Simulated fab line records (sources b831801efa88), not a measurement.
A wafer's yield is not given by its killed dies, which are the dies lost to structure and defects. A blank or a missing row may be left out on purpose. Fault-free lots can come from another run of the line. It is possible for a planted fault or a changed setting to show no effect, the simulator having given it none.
Chamber matching / flow sky130 / SKY_METAL4_ETCH_17 on rie diel-04: 4 sister chambers
The step etches SiO2 in C4F8/O2/Ar, stops on TiN, time 3.9 s, target depth 15 nm. 8 wafers are shown with their chamber, then 7 later ones without.

## WAFERS, EACH WITH ITS CHAMBER
wafer=L078.1; chamber=2; oes product au (a.u.)=0.753
wafer=L078.2; chamber=3; oes product au (a.u.)=0.756
wafer=L080.2; chamber=1; oes product au (a.u.)=0.764
wafer=L082.4; chamber=0; oes product au (a.u.)=0.770
wafer=L082.5; chamber=3; oes product au (a.u.)=0.769
wafer=L082.6; chamber=0; oes product au (a.u.)=0.754
wafer=L085.2; chamber=2; oes product au (a.u.)=0.746
wafer=L085.3; chamber=1; oes product au (a.u.)=0.751

## WAFERS WHOSE CHAMBER IS MISSING
wafer=L085.5; oes product au (a.u.)=0.756
wafer=L086.1; oes product au (a.u.)=0.759
wafer=L086.2; oes product au (a.u.)=0.751
wafer=L086.5; oes product au (a.u.)=0.749
wafer=L095.2; oes product au (a.u.)=0.758
wafer=L095.3; oes product au (a.u.)=0.748
wafer=L095.4; oes product au (a.u.)=0.767

## WHICH CHAMBER EACH ONE RAN IN
wafer=L085.5; from the rows above=can't be placed: 1 or 0 or 2 or 3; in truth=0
wafer=L086.1; from the rows above=can't be placed: 1 or 0 or 3 or 2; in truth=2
wafer=L086.2; from the rows above=can't be placed: 2 or 1 or 0 or 3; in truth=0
wafer=L086.5; from the rows above=can't be placed: 2 or 1 or 0 or 3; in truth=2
wafer=L095.2; from the rows above=can't be placed: 1 or 0 or 3 or 2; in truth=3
wafer=L095.3; from the rows above=can't be placed: 2 or 1 or 0 or 3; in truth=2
wafer=L095.4; from the rows above=can't be placed: 3 or 0 or 1 or 2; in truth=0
Correct placement for 0 of the 7. These rows do not allow placing 7 (true chamber among the candidates in 7). 0 placed wrongly.
How it was worked out, from the rows above alone: a wafer's distance from a chamber is the root of the sum, over the readings, of the square of ((its reading less the chamber's mean) divided by the reading's scatter). If the next closest chamber is less than 2 further off than the closest, the wafer can't be placed; otherwise it belongs to the closest. A chamber's mean is the mean of its shown wafers. The scatter is the square root of a quotient: the sum, over the shown wafers, of each reading's squared deviation from its chamber's mean, divided by wafers minus chambers.
